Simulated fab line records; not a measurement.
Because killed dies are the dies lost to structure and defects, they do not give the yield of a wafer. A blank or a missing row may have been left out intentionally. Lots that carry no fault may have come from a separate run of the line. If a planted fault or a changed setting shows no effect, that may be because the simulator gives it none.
fab line records | flow sky130
record lots=5 | wafers=15 | lastDay=49
route steps=708 shown SD_P@359 RES_XHIGH@360 SALICIDE@361 LI_CONTACT@362 PAD_OPEN@708
lots that met no fault: from a run of the same line without faults
startH: the number of hours between the record's first day and the start of the first shown wafer of the lot | waitH: time in hours since the lot's previous step | " same as the row above | L1.1+2: several wafers, shown together as one row | - no value, or no start given | * or withheld: withheld | < > ~ a bound
route shown NAME@n: NAME is a module with steps in the file, n the number in the route of the first one | usual: the fault-free wafers' mean and standard deviation | same: alike in all rows | chamber/n: place in a boat | sites: each site's reading | _std_site: the standard deviation of these | _edge_site: the outer-site mean with the inner-site mean subtracted | radiusMm: how far each site lies from the wafer's centre | mask NAME#n: copy n | behind: the tool/chamber that last shaped the wafer | hold: why the lot was held/for how many hours/how that ended | device: names the non-switching transistor (n, p or np) | end of line: tests run on the same wafers once the route is complete | for a step that has no rows: nothing shown but its recipe | killed: dies lost to structure and defects at the first sort, not the wafer's yield | map: per-die view of a wafer (x killed, . not killed, _ where there is no die)
set.NAME: setting as actually run; set.NAME@STEP: the setting as run at that earlier step | model.NAME: the simulator's own value behind a step, which no gauge read
lots at selected steps of the route; one table per step, one row per wafer
services: a tool's chamber out of use, with start hour (startH, from the record's first day; less than 0 if before it), hours out, and reason
## steps
# step SKY_SD_N_RS_MEAS_17
# recipe thkMeasGauge=four-point-probe
# usual SD_P_RS=147.2/0.43
lot.wafer | tool         | chamber | startH | waitH | SD_P_RS[ohm/sq]
L580.2    | filmMetro-03 | -       | 666.91 | 0.1   | 146.7
L580.3    | "            | -       | "      | "     | 146.9
L580.5    | "            | -       | "      | "     | 147.0
L583.2    | filmMetro-01 | -       | 687.48 | 0.1   | 146.7
L583.4    | "            | -       | "      | "     | 147.1
L583.6    | "            | -       | "      | "     | 147.0
L592.2    | filmMetro-03 | -       | 770.39 | 0.1   | 147.1
L592.5    | "            | -       | "      | "     | 147.2
L592.6    | "            | -       | "      | "     | 146.8
L593.1    | filmMetro-02 | -       | 772.06 | 0.1   | 147.5
L593.4    | "            | -       | "      | "     | 147.4
L593.5    | "            | -       | "      | "     | 147.1
L594.3    | filmMetro-01 | -       | 783.65 | 0.1   | 146.6
L594.4    | "            | -       | "      | "     | 147.1
L594.5    | "            | -       | "      | "     | 146.8
# step SKY_SD_N_RS_MEAS_18
# recipe thkMeasGauge=four-point-probe
# usual RES_XHIGH_RS=333.7/1.2
lot.wafer | tool         | chamber | startH | waitH | RES_XHIGH_RS[ohm/sq]
L580.2    | filmMetro-03 | -       | 667.03 | 0.1   | 332.5
L580.3    | "            | -       | "      | "     | 333.7
L580.5    | "            | -       | "      | "     | 332.4
L583.2    | filmMetro-01 | -       | 687.60 | 0.1   | 332.1
L583.4    | "            | -       | "      | "     | 333.7
L583.6    | "            | -       | "      | "     | 332.2
L592.2    | filmMetro-03 | -       | 770.51 | 0.1   | 332.0
L592.5    | "            | -       | "      | "     | 330.8
L592.6    | "            | -       | "      | "     | 331.9
L593.1    | filmMetro-02 | -       | 772.18 | 0.1   | 333.7
L593.4    | "            | -       | "      | "     | 332.8
L593.5    | "            | -       | "      | "     | 332.6
L594.3    | filmMetro-01 | -       | 783.77 | 0.1   | 332.4
L594.4    | "            | -       | "      | "     | 333.8
L594.5    | "            | -       | "      | "     | 333.9
# step SKY_SALICIDE_CLEAN_00
# recipe chemistry=HF-last | timeS=30 | dilution=100:1 | dry=ipaMarangoni
# step SKY_LI_CONTACT_HDPCVD_00
# recipe material=PSG | targetThkNm=930 | sigmaOpenFrac=0.3 | timeS=155 | tempC=600 | sih4FlowSccm=60 | pressureMtorr=6
# step SKY_LI_CONTACT_THK_MEAS_01
# recipe reads=PSG_of_LI_CONTACT_HDPCVD_00
# usual LI_CONTACT_HDPCVD_THK=928/9.7
lot.wafer | tool         | chamber | startH | waitH | LI_CONTACT_HDPCVD_THK[nm]
L580.2    | filmMetro-02 | -       | 667.26 | 0.1   | 944
L580.3    | "            | -       | "      | "     | 931
L580.5    | "            | -       | "      | "     | 930
L583.2    | filmMetro-02 | -       | 687.83 | 0.1   | 930
L583.4    | "            | -       | "      | "     | 924
L583.6    | "            | -       | "      | "     | 926
L592.2    | filmMetro-03 | -       | 770.74 | 0.1   | 917
L592.5    | "            | -       | "      | "     | 917
L592.6    | "            | -       | "      | "     | 923
L593.1    | filmMetro-03 | -       | 772.43 | 0.1   | 920
L593.4    | "            | -       | "      | "     | 911
L593.5    | "            | -       | "      | "     | 920
L594.3    | filmMetro-01 | -       | 783.99 | 0.1   | 940
L594.4    | "            | -       | "      | "     | 933
L594.5    | "            | -       | "      | "     | 938
# step SKY_LI_CONTACT_CMP_02
# recipe material=PSG | downForcePsi=4 | platenRpm=60 | padVelocityMS=0.94248
# usual motorCurrentA=12.4/1.3 | platenRpm=60.00/0.046 | timeToEndpointS=32.4/2.9
lot.wafer | tool   | chamber | startH | waitH | motorCurrentA | platenRpm | timeToEndpointS
L580.2    | cmp-02 | 2       | 667.31 | 0.0   | 11.2          | 59.96     | 37.2
L580.3    | "      | 3       | "      | "     | 11.2          | 60.02     | 37.4
L580.5    | "      | 2       | "      | "     | 11.8          | 60.06     | 37.7
L583.4    | cmp-01 | 1       | 688.24 | 0.4   | 11.8          | 60.01     | 25.8
L583.2    | "      | 2       | "      | "     | 13.9          | 60.00     | 29.5
L583.6    | "      | 0       | "      | "     | 11.7          | 60.00     | 29.3
L592.2    | cmp-01 | 1       | 770.94 | 0.2   | 12.8          | 59.95     | 29.1
L592.6    | "      | 2       | "      | "     | 12.8          | 60.00     | 31.0
L592.5    | "      | 3       | "      | "     | 11.2          | 60.04     | 35.5
L593.4    | cmp-01 | 0       | 772.54 | 0.1   | 11.9          | 59.93     | 30.9
L593.1    | "      | 1       | "      | "     | 12.4          | 59.97     | 28.3
L593.5    | "      | 0       | "      | "     | 12.9          | 59.97     | 31.8
L594.4    | cmp-02 | 0       | 784.08 | 0.1   | 11.5          | 59.98     | 33.1
L594.3    | "      | 1       | "      | "     | 15.7          | 60.02     | 34.7
L594.5    | "      | 3       | "      | "     | 12.0          | 59.98     | 32.8
# step SKY_LI_CONTACT_BOW_MEAS_03
# recipe mode=bow
# usual LI_CONTACT_BOW=56/6.5
lot.wafer | tool         | chamber | startH | waitH | LI_CONTACT_BOW[um]
L580.2    | filmMetro-01 | -       | 667.63 | 0.3   | 74
L580.3    | "            | -       | "      | "     | 50
L580.5    | "            | -       | "      | "     | 68
L583.2    | filmMetro-01 | -       | 688.46 | 0.1   | 68
L583.4    | "            | -       | "      | "     | 60
L583.6    | "            | -       | "      | "     | 54
L592.2    | filmMetro-01 | -       | 771.11 | 0.1   | 49
L592.5    | "            | -       | "      | "     | 56
L592.6    | "            | -       | "      | "     | 47
L593.1    | filmMetro-01 | -       | 772.79 | 0.1   | 51
L593.4    | "            | -       | "      | "     | 53
L593.5    | "            | -       | "      | "     | 54
L594.3    | filmMetro-03 | -       | 784.37 | 0.2   | 46
L594.4    | "            | -       | "      | "     | 50
L594.5    | "            | -       | "      | "     | 51
# step SKY_LI_CONTACT_DEHYDRATE_04
# recipe tempC=200 | timeS=60
# step SKY_LI_CONTACT_HMDS_05
# recipe primeTimeS=60 | primeTempC=120
# step SKY_LI_CONTACT_COAT_06
# recipe resist=BARC | tempC=withheld | timeS=withheld | spinRpm=3000 | resistThkNm=60
# step SKY_LI_CONTACT_COAT_07
# recipe resist=KrF-thick | spinRpm=3000 | resistThkNm=450
# step SKY_LI_CONTACT_SOFTBAKE_08
# recipe tempC=100 | timeS=90 | resist=KrF-thick
# step SKY_LI_CONTACT_EXPOSE_09
# recipe maskId=LICM1 | na=0.8 | sourceShape=annular | sigmaInner=0.55 | sigmaOuter=0.85 | targetCdNm=170 | doseMj=38
# usual exposureDoseMJCm2=37.96/0.036
lot.wafer | tool          | chamber | startH | waitH | mask    | exposureDoseMJCm2
L580.2    | krfScanner-01 | 0       | 682.69 | -     | LICM1#0 | 37.97
L580.3    | "             | 0       | "      | "     | LICM1#0 | 37.99
L580.5    | "             | 0       | "      | "     | LICM1#0 | 37.97
L583.2    | krfScanner-02 | 0       | 701.84 | -     | LICM1#0 | 38.00
L583.4    | "             | 0       | "      | "     | LICM1#0 | 37.94
L583.6    | "             | 0       | "      | "     | LICM1#0 | 37.96
L592.2    | krfScanner-01 | 0       | 784.49 | -     | LICM1#0 | 38.80
L592.5    | "             | 0       | "      | "     | LICM1#0 | 38.77
L592.6    | "             | 0       | "      | "     | LICM1#0 | 38.76
L593.1    | krfScanner-02 | 0       | 786.82 | -     | LICM1#0 | 37.93
L593.4    | "             | 0       | "      | "     | LICM1#0 | 37.94
L593.5    | "             | 0       | "      | "     | LICM1#0 | 37.94
L594.3    | krfScanner-02 | 0       | 798.50 | -     | LICM1#0 | 37.98
L594.4    | "             | 0       | "      | "     | LICM1#0 | 37.99
L594.5    | "             | 0       | "      | "     | LICM1#0 | 37.95
# step SKY_LI_CONTACT_PEB_10
# recipe pebTempC=withheld | pebTimeS=withheld | resist=KrF-thick
# step SKY_LI_CONTACT_DEVELOP_11
# recipe developTimeS=60 | resist=KrF-thick | devTempC=21
# step SKY_LI_CONTACT_CD_MEAS_12
# recipe targetCdNm=170
# usual cdNm=170.1/1.3
lot.wafer | tool     | chamber | startH | waitH | cdNm
L580.2    | cdSem-02 | -       | 696.48 | -     | 170.0
L580.3    | "        | -       | "      | "     | 169.7
L580.5    | "        | -       | "      | "     | 171.6
L583.2    | cdSem-01 | -       | 716.75 | -     | 169.1
L583.4    | "        | -       | "      | "     | 170.2
L583.6    | "        | -       | "      | "     | 170.4
L592.2    | cdSem-02 | -       | 798.10 | -     | 145.5
L592.5    | "        | -       | "      | "     | 157.3
L592.6    | "        | -       | "      | "     | 145.5
L593.1    | cdSem-01 | -       | 799.61 | -     | 169.3
L593.4    | "        | -       | "      | "     | 169.3
L593.5    | "        | -       | "      | "     | 170.5
L594.3    | cdSem-01 | -       | 811.10 | -     | 170.1
L594.4    | "        | -       | "      | "     | 168.7
L594.5    | "        | -       | "      | "     | 169.1
# step SKY_LI_CONTACT_OVL_MEAS_13
# usual LI_CONTACT_OVL=1/5.8
lot.wafer | tool       | chamber | startH | waitH | LI_CONTACT_OVL[nm]
L580.2    | overlay-01 | -       | 696.59 | 0.1   | 0
L580.3    | "          | -       | "      | "     | -2
L580.5    | "          | -       | "      | "     | -2
L583.2    | overlay-02 | -       | 716.86 | 0.1   | -4
L583.4    | "          | -       | "      | "     | -16
L583.6    | "          | -       | "      | "     | -13
L592.2    | overlay-01 | -       | 798.21 | 0.1   | 3
L592.5    | "          | -       | "      | "     | 0
L592.6    | "          | -       | "      | "     | -3
L593.1    | overlay-01 | -       | 799.73 | 0.1   | 10
L593.4    | "          | -       | "      | "     | -1
L593.5    | "          | -       | "      | "     | 11
L594.3    | overlay-01 | -       | 811.20 | 0.1   | 4
L594.4    | "          | -       | "      | "     | 8
L594.5    | "          | -       | "      | "     | 7
# step SKY_LI_CONTACT_ETCH_14
# recipe chemistry=N2/H2 | target=BARC | ionEnergyEv=200 | sourceW=500 | biasW=100 | pressureMtorr=30 | n2FlowSccm=100 | h2FlowSccm=200 | stopOn=SiO2 | timeS=45.9 | targetDepthA=600
# usual chamberPressureMTorr=30.000/0.026 | drypumpMotorCurrentA=5.9/0.47 | oesProductAu=0.855/0.005 | throttleValvePct=13.224/0.0086
lot.wafer | tool       | chamber | startH | waitH | chamberPressureMTorr | drypumpMotorCurrentA | oesProductAu | rfHoursCounterH | throttleValvePct | model.LI_CONTACT.cdNm
L580.2    | rieDiel-02 | 1       | 696.62 | 0.0   | 30.008               | 6.3                  | 0.845        | 6               | 13.219           | 171
L580.3    | "          | 2       | "      | "     | 29.970               | 6.0                  | 0.852        | 4               | 13.227           | 170.2
L580.5    | "          | 1       | "      | "     | 30.012               | 6.3                  | 0.855        | -               | 13.212           | 173
L583.2    | rieDiel-03 | 1       | 716.89 | 0.0   | 30.031               | 5.8                  | 0.851        | 15              | 13.216           | 169.3
L583.4    | "          | 2       | "      | "     | 30.010               | 5.1                  | 0.855        | 40              | 13.221           | 170.1
L583.6    | "          | 1       | "      | "     | 30.010               | 5.8                  | 0.851        | -               | 13.217           | 170.2
L592.2    | rieDiel-01 | 3       | 798.24 | 0.0   | 30.024               | 6.2                  | 0.848        | 8               | 13.234           | 144.9
L592.5    | "          | 0       | "      | "     | 29.981               | 5.7                  | 0.853        | -               | 13.226           | 156.4
L592.6    | "          | 3       | "      | "     | 30.020               | 6.2                  | 0.851        | -               | 13.201           | 144.9
L593.1    | rieDiel-02 | 0       | 799.77 | 0.0   | 29.995               | 5.8                  | 0.865        | 3               | 13.224           | 168.1
L593.4    | "          | 3       | "      | "     | 29.979               | 6.0                  | 0.851        | 2               | 13.232           | 169.1
L593.5    | "          | 3       | "      | "     | 30.056               | 6.0                  | 0.852        | -               | 13.238           | 169.6
L594.3    | rieDiel-01 | 0       | 811.22 | 0.0   | 29.976               | 5.8                  | 0.856        | 34              | 13.225           | 169.5
L594.4    | "          | 3       | "      | "     | 30.033               | 6.2                  | 0.854        | 9               | 13.233           | 168.1
L594.5    | "          | 3       | "      | "     | 29.995               | 6.2                  | 0.859        | -               | 13.231           | 168.6
# step SKY_LI_CONTACT_ETCH_15
# recipe target=PSG | chemistry=C4F8/O2/Ar | stopOn=Si | taperDeg=4.15 | maskMaterial=KrF-thick | sourceW=1500 | biasW=1200 | pressureMtorr=40 | c4f8FlowSccm=withheld | O2_flow_sccm=6 | Ar_flow_sccm=300 | timeS=withheld | targetDepthA=6000
# usual chamberPressureMTorr=40.00/0.045 | oesProductAu=0.837/0.0047
lot.wafer | tool       | chamber | startH | waitH | chamberPressureMTorr | oesProductAu | model.LI_CONTACT.cdNm
L580.2    | rieDiel-02 | 1       | 696.66 | 0.0   | 39.99                | 0.844        | 171.1
L580.3    | "          | 2       | "      | "     | 39.99                | 0.837        | 171.2
L580.5    | "          | 1       | "      | "     | 39.98                | 0.830        | 172.7
L583.2    | rieDiel-03 | 1       | 716.93 | 0.0   | 40.04                | 0.835        | 170.4
L583.4    | "          | 2       | "      | "     | 40.03                | 0.833        | 170.2
L583.6    | "          | 1       | "      | "     | 39.99                | 0.845        | 171.5
L592.2    | rieDiel-01 | 3       | 798.28 | 0.0   | 39.99                | 0.839        | 144.7
L592.5    | "          | 0       | "      | "     | 39.98                | 0.833        | 156.5
L592.6    | "          | 3       | "      | "     | 39.94                | 0.845        | 144.6
L593.1    | rieDiel-02 | 0       | 799.81 | 0.0   | 39.97                | 0.833        | 168.1
L593.4    | "          | 3       | "      | "     | 40.04                | 0.837        | 169.1
L593.5    | "          | 3       | "      | "     | 40.00                | 0.840        | 169.7
L594.3    | rieDiel-01 | 0       | 811.26 | 0.0   | 39.99                | 0.830        | 169.2
L594.4    | "          | 3       | "      | "     | 39.96                | 0.831        | 167.7
L594.5    | "          | 3       | "      | "     | 40.04                | 0.843        | 168.2
# step SKY_LI_CONTACT_STRIP_16
# recipe chemistry=O2/N2 | powerW=1400 | pressureMtorr=1500 | platenTempC=withheld | o2FlowSccm=3000 | n2FlowSccm=300 | overashFraction=0.5
# usual chamberPressureMTorr=1500.0/1.3 | drypumpMotorCurrentA=5.6/0.35 | oesProductAu=0.376/0.0043 | stripTimeToEndpointS=3.52/0.031
# same overashFraction=0.5
lot.wafer | tool           | chamber | startH | waitH | chamberPressureMTorr | drypumpMotorCurrentA | oesProductAu | rfHoursCounterH | stripTimeToEndpointS
L580.2    | plasmaAsher-03 | 0       | 696.75 | -     | 1499.4               | 5.2                  | 0.376        | 26              | 3.49
L580.3    | "              | 1       | "      | "     | 1499.0               | 5.2                  | 0.368        | -               | 3.49
L580.5    | "              | 1       | "      | "     | 1499.1               | 5.3                  | 0.372        | -               | 3.49
L583.2    | plasmaAsher-02 | 0       | 717.01 | -     | 1499.4               | 6.1                  | 0.374        | 90              | 3.48
L583.4    | "              | 1       | "      | "     | 1499.8               | 5.8                  | 0.370        | -               | 3.43
L583.6    | "              | 0       | "      | "     | 1501.5               | 6.1                  | 0.380        | -               | 3.49
L592.2    | plasmaAsher-02 | 1       | 798.36 | -     | 1498.0               | 5.8                  | 0.375        | 98              | 3.50
L592.5    | "              | 0       | "      | "     | 1500.9               | 6.1                  | 0.377        | -               | 3.54
L592.6    | "              | 1       | "      | "     | 1500.5               | 5.8                  | 0.377        | -               | 3.51
L593.1    | plasmaAsher-02 | 0       | 799.90 | -     | 1500.4               | 6.1                  | 0.378        | 98              | 3.57
L593.4    | "              | 0       | "      | "     | 1500.0               | 6.1                  | 0.378        | -               | 3.53
L593.5    | "              | 1       | "      | "     | 1499.9               | 5.8                  | 0.376        | -               | 3.53
L594.3    | plasmaAsher-04 | 1       | 811.38 | -     | 1502.2               | 5.3                  | 0.382        | -               | 3.58
L594.4    | "              | 0       | "      | "     | 1497.4               | 5.5                  | 0.378        | -               | 3.56
L594.5    | "              | 0       | "      | "     | 1501.4               | 5.5                  | 0.377        | -               | 3.58
# step SKY_PAD_OPEN_PROBE_99
# usual killed_at_M0_to_M3=43/7.2 | killed_at_M4_up=3.1/1.8 | killedAtContacts=24/5.4 | killedAtFrontEnd=15/4.4 | killedAtOther=0.4/0.56 | killedDies=86/9.3 | killedOnRim=17/3.6 | killedOpen=47/6.9 | killedShort=39/6.6
# same grossDies=492 | killedAtBackSide=0
lot.wafer | tool      | chamber | startH  | waitH | killed_at_M0_to_M3 | killed_at_M4_up | killedAtContacts | killedAtFrontEnd | killedAtOther | killedDies | killedOnRim | killedOpen | killedShort | model.etest.liconPdiff.rcOhm | model.etest.pfetG5v0d10v5.rOnOhmUm | model.etest.pfet_01v8.rOnOhmUm | model.etest.liconHighPo.rcOhm | model.etest.nfetG5v0d10v5.rOnOhmUm | model.etest.liconNdiff.rcOhm | model.etest.nfet_01v8.rOnOhmUm | model.etest.sonosUncharged.rOnOhmUm
L580.2    | prober-01 | -       | 1092.31 | 0.1   | 32                 | 4               | 21               | 15               | 1             | 73         | 9           | 35         | 38          | 568.8                        | 4659                               | 2799                           | 349.1                         | 1843                               | 186.2                        | 808.7                          | 793.9
L580.3    | prober-01 | -       | 1092.36 | 0.2   | 32                 | 1               | 31               | 23               | 0             | 87         | 15          | 41         | 45          | 587.3                        | 4701                               | 2830                           | 333.5                         | 1852                               | 181.7                        | 812.2                          | 808.5
L580.5    | prober-01 | -       | 1092.46 | 0.2   | 33                 | 3               | 26               | 15               | 0             | 77         | 16          | 42         | 34          | 585.4                        | 4704                               | 2806                           | 330                           | 1850                               | 180.4                        | 812.3                          | 797.3
L583.2    | prober-02 | -       | 1104.16 | 0.1   | 43                 | 2               | 24               | 20               | 1             | 90         | 21          | 45         | 45          | 602.9                        | 4679                               | 2820                           | 342.3                         | 1819                               | 185.6                        | 834.2                          | 801.7
L583.4    | prober-02 | -       | 1104.26 | 0.2   | 35                 | 3               | 19               | 19               | 1             | 77         | 16          | 45         | 32          | 563.6                        | 4751                               | 2881                           | 349.2                         | 1836                               | 177.4                        | 837.9                          | 807.1
L583.6    | prober-02 | -       | 1104.36 | 0.2   | 40                 | 2               | 16               | 18               | 0             | 76         | 14          | 40         | 36          | 559                          | 4716                               | 2759                           | 352.5                         | 1842                               | 175                          | 818.6                          | 799
L592.2    | prober-01 | -       | 1161.97 | 0.1   | 37                 | 1               | 121              | 21               | 0             | 180        | 63          | 51         | 42          | 764.7                        | 4853                               | 3094                           | 431.4                         | 1950                               | 228.5                        | 878.2                          | 848.9
L592.5    | prober-01 | -       | 1162.12 | 0.2   | 47                 | 5               | 27               | 14               | 0             | 93         | 19          | 47         | 45          | 661.8                        | 4750                               | 2991                           | 398.6                         | 1929                               | 207.9                        | 857.7                          | 825.1
L592.6    | prober-01 | -       | 1162.17 | 0.2   | 51                 | 4               | 97               | 18               | 0             | 170        | 53          | 46         | 45          | 740.3                        | 4863                               | 3032                           | 433.1                         | 1924                               | 234.9                        | 868.1                          | 853.7
L593.1    | prober-02 | -       | 1163.45 | 0.1   | 36                 | 6               | 13               | 10               | 0             | 65         | 10          | 30         | 35          | 609.4                        | 4820                               | 2909                           | 342.7                         | 1879                               | 182.4                        | 816.1                          | 815.3
L593.4    | prober-02 | -       | 1163.60 | 0.2   | 38                 | 4               | 26               | 19               | 0             | 87         | 21          | 41         | 46          | 588                          | 4774                               | 2946                           | 322.4                         | 1881                               | 187.3                        | 842.6                          | 818.5
L593.5    | prober-02 | -       | 1163.65 | 0.2   | 35                 | 1               | 16               | 12               | 1             | 65         | 13          | 37         | 27          | 590.5                        | 4708                               | 2918                           | 344.8                         | 1884                               | 180.5                        | 854.1                          | 807.1
L594.3    | prober-01 | -       | 1178.25 | 0.2   | 52                 | 3               | 14               | 12               | 0             | 81         | 15          | 37         | 44          | 599.9                        | 4821                               | 2937                           | 362.3                         | 1918                               | 192.6                        | 877                            | 824
L594.4    | prober-01 | -       | 1178.30 | 0.2   | 47                 | 3               | 29               | 22               | 0             | 101        | 20          | 54         | 47          | 624.9                        | 4802                               | 2997                           | 362.5                         | 1914                               | 185.1                        | 860.5                          | 825.3
L594.5    | prober-01 | -       | 1178.35 | 0.2   | 29                 | 1               | 19               | 19               | 1             | 69         | 9           | 42         | 26          | 592.5                        | 4798                               | 2976                           | 367.6                         | 1914                               | 192.1                        | 856.1                          | 828.7
# killed by level:class
L580.2 VIA1:geometricParticle:open=8 FIELD_ISO:geometricParticle:short=6 LI_CONTACT:geometricParticle:open=6 VIA3:geometricParticle:open=6 CONTACT:geometricParticle:short=5 LOCAL_INTERCONNECT:geometricParticle:short=4 METAL1:geometricParticle:short=4 VIA2:geometricParticle:open=4
L580.3 LI_CONTACT:geometricParticle:open=12 FIELD_ISO:geometricParticle:short=7 POLY_GATE:geometricParticle:short=6 CONTACT:geometricParticle:open=6 METAL1:geometricParticle:short=6 VIA3:geometricParticle:open=6 LI_CONTACT:geometricParticle:short=5 METAL2:geometricParticle:short=5
L580.5 LI_CONTACT:geometricParticle:open=10 VIA1:geometricParticle:open=10 CONTACT:geometricParticle:open=7 FIELD_ISO:geometricParticle:short=6 LOCAL_INTERCONNECT:geometricParticle:short=4 METAL2:geometricParticle:short=4 VIA2:geometricParticle:open=4 VIA3:geometricParticle:open=4
L583.2 VIA1:geometricParticle:open=9 VIA1:geometricParticle:short=9 LI_CONTACT:geometricParticle:open=8 CONTACT:geometricParticle:open=8 VIA2:geometricParticle:open=7 FIELD_ISO:geometricParticle:short=4 VIA2:geometricParticle:short=4 CONTACT:geometricParticle:short=4
L583.4 CONTACT:geometricParticle:open=9 FIELD_ISO:geometricParticle:short=8 VIA1:geometricParticle:open=7 LI_CONTACT:geometricParticle:open=6 METAL2:geometricParticle:short=6 VIA2:geometricParticle:open=6 POLY_GATE:geometricParticle:open=5 VIA1:geometricParticle:short=4
L583.6 VIA1:geometricParticle:open=10 VIA2:geometricParticle:open=8 CONTACT:geometricParticle:open=6 FIELD_ISO:geometricParticle:open=5 CONTACT:geometricParticle:short=5 FIELD_ISO:geometricParticle:short=4 POLY_GATE:geometricParticle:short=4 VIA1:geometricParticle:short=4
L592.2 LI_CONTACT:areaExpose=86 CONTACT:geometricParticle:open=13 VIA3:geometricParticle:open=9 LOCAL_INTERCONNECT:geometricParticle:short=8 VIA1:geometricParticle:open=7 CONTACT:geometricParticle:short=6 FIELD_ISO:geometricParticle:short=5 LI_CONTACT:geometricParticle:open=5
L592.5 VIA1:geometricParticle:open=11 VIA3:geometricParticle:open=8 CONTACT:geometricParticle:short=7 VIA2:geometricParticle:open=7 LI_CONTACT:geometricParticle:open=6 METAL2:geometricParticle:short=6 FIELD_ISO:geometricParticle:short=4 LI_CONTACT:geometricParticle:short=4
L592.6 LI_CONTACT:areaExpose=77 VIA1:geometricParticle:open=16 VIA2:geometricParticle:open=9 CONTACT:geometricParticle:short=8 CONTACT:geometricParticle:open=8 VIA3:geometricParticle:short=5 POLY_GATE:geometricParticle:short=4 VIA1:geometricParticle:short=4
L593.1 VIA3:geometricParticle:open=6 METAL4:geometricParticle:short=6 VIA1:geometricParticle:open=5 LOCAL_INTERCONNECT:geometricParticle:short=4 VIA1:geometricParticle:short=4 VIA2:geometricParticle:open=4 METAL2:geometricParticle:short=4 METAL3:geometricParticle:short=4
L593.4 VIA1:geometricParticle:open=10 CONTACT:geometricParticle:open=8 LI_CONTACT:geometricParticle:open=7 METAL2:geometricParticle:short=7 CONTACT:geometricParticle:short=5 VIA3:geometricParticle:open=5 VIA1:geometricParticle:short=5 FIELD_ISO:geometricParticle:open=4
L593.5 VIA1:geometricParticle:open=9 FIELD_ISO:geometricParticle:open=6 LI_CONTACT:geometricParticle:open=6 VIA1:geometricParticle:short=5 METAL2:geometricParticle:short=4 METAL3:geometricParticle:short=4 POLY_GATE:geometricParticle:open=3 CONTACT:geometricParticle:short=3
L594.3 VIA1:geometricParticle:short=12 VIA1:geometricParticle:open=8 METAL2:geometricParticle:short=6 METAL3:geometricParticle:short=5 FIELD_ISO:geometricParticle:short=5 VIA3:geometricParticle:open=5 CONTACT:geometricParticle:open=5 VIA2:geometricParticle:open=5
L594.4 VIA1:geometricParticle:open=13 CONTACT:geometricParticle:open=12 VIA2:geometricParticle:open=8 METAL2:geometricParticle:short=7 VIA3:geometricParticle:open=7 FIELD_ISO:geometricParticle:short=6 CONTACT:geometricParticle:short=6 POLY_GATE:geometricParticle:short=5
L594.5 VIA1:geometricParticle:open=10 POLY_GATE:geometricParticle:short=8 VIA2:geometricParticle:open=6 CONTACT:geometricParticle:open=6 CONTACT:geometricParticle:short=5 LI_CONTACT:geometricParticle:open=4 POLY_GATE:geometricParticle:open=3 METAL1:geometricParticle:short=3
# map L592.2 (x killed, . not)
__________xxxxx..xxx_________
________xx.xxxx...x..x_______
______xx....xx.x.x.xxxxx_____
_____xx.xx.x.x.x.x..x.xx.____
____xxx.....x..x..........___
___xxx.x..............xx...__
__.xx.x.....xx...x...x..xxxx_
_xxx.xx.x..x..........xx...xx
_xx...x...........x.....x...x
_.x.x..x..........x.........x
_.x..x....xxx........x.x.x..x
_xxxxx..x..x.x....x......xxxx
_x...x...x.x..x...x....xx..xx
_x.x....x...x......x.......xx
_xx.x..x........x...xxx....x.
__.x........x.....x.....xx.x_
___xxxx.....x.xx........x.x__
____x...x.............x...___
_____xxx...xx.x.x..x.xx.x____
______x.xx.....x.xxxx..._____
________.x...x..xxxxxx_______
__________x.xxx....x_________
# map L580.3 (x killed, . not)
__________..x......._________
________x...x.x......._______
______...x.............._____
_____x.......x.....x.x.x.____
____...xx............x....___
___x..x.........x...xxx..x.__
__.x..............x...x....._
_.......x.......xx...x....x..
_.....x....x......x.....x....
_...x..xx.x..x....x..........
_.....x.........x......xx..x.
_............x.......x....x..
_.x..x.x..............x......
_.......x...xx....x....x.....
_.........x....x..........x.x
__..x........x........x..x.x_
___...xx.xx...x...x.....x..__
____...x.....x........x...___
_____......x.....x.x.....____
______......xx....x....._____
________x.......x...xx_______
__________x..xx....._________
## services
tool           | chamber | startH | hours | kind
rieDiel-01     | 3       | 643.88 | 5.3   | repair
cmp-01         | -       | 655.92 | 0.6   | repair
krfScanner-02  | -       | 656.70 | 1.4   | repair
rieDiel-03     | 2       | 657.39 | 8.2   | repair
cmp-02         | -       | 661.01 | 5.8   | pm
krfScanner-02  | -       | 672.42 | 1.1   | repair
cmp-02         | -       | 684.89 | 3.4   | repair
rieDiel-02     | 3       | 688.53 | 33.7  | repair
krfScanner-01  | -       | 700.34 | 1.4   | repair
krfScanner-02  | -       | 705.65 | 1.3   | pm
krfScanner-02  | -       | 709.85 | 0.8   | repair
krfScanner-01  | -       | 715.58 | 1.3   | pm
cmp-02         | -       | 719.18 | 0.3   | repair
krfScanner-01  | -       | 740.77 | 0.5   | repair
cmp-02         | -       | 744.19 | 4.0   | pm
krfScanner-02  | -       | 747.12 | 0.8   | pm
rieDiel-01     | -       | 747.58 | 2.8   | pm
rieDiel-03     | -       | 751.81 | 76.0  | repair
krfScanner-02  | -       | 771.91 | 1.0   | pm
krfScanner-01  | -       | 775.25 | 4.0   | pm
krfScanner-01  | -       | 779.27 | 1.0   | pm
rieDiel-02     | 3       | 786.44 | 3.3   | repair
plasmaAsher-02 | -       | 788.74 | 0.5   | repair
krfScanner-02  | -       | 808.06 | 0.6   | repair
## key
firstSign step=SKY_LI_CONTACT_EXPOSE_09 | reading=exposureDoseMJCm2 | direction=up | sigmas=23 | usual=* | struck=*
effect step=SKY_LI_CONTACT_CD_MEAS_12 | reading=cdNm | direction=down | sigmas=16 | usual=170.1 | struck=149.4 | through=controlLoop
effect step=SKY_PAD_OPEN_PROBE_99 | reading=killedAtContacts | direction=up | sigmas=11 | usual=24 | struck=82 | wafersMoved=2
modelEffect step=SKY_LI_CONTACT_ETCH_14 | value=LI_CONTACT.cdNm | without=169.9 | struck=148.7
modelEffect step=SKY_LI_CONTACT_ETCH_15 | value=LI_CONTACT.cdNm | without=169.8 | struck=148.6
modelEffect step=SKY_PAD_OPEN_PROBE_99 | value=etest.liconPdiff.rcOhm | without=585 | struck=722.3
moreKillsBornAt SKY_LI_CONTACT_EXPOSE_09@krfScanner-01=163
metAt SKY_LI_CONTACT_EXPOSE_09
struckWafers L592.2,L592.5,L592.6
testerLeftOut L592
loopTrim step=SKY_LI_CONTACT_EXPOSE_09 | setting=dose | lots=L592
onsetBetween 682.69 784.49
fault kind=processParameterDrift | tool=krfScanner-01 | chamber=- | onsetH=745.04 | steps=SKY_LI_CONTACT_EXPOSE_09 | channel=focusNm | offset=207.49 | spreadByWafer=0.3 | shape=step | endH=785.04
# testerLeftOut: of these lots the tester's yield and bins aren't shown, on N5 and GAA mostly nor the transistor test; their killed dies are dies lost to structure and defects alone, not to doping, threshold or leakage, so they don't give the yield
# loopTrim: a control loop set the setting to another value than it would have without faults
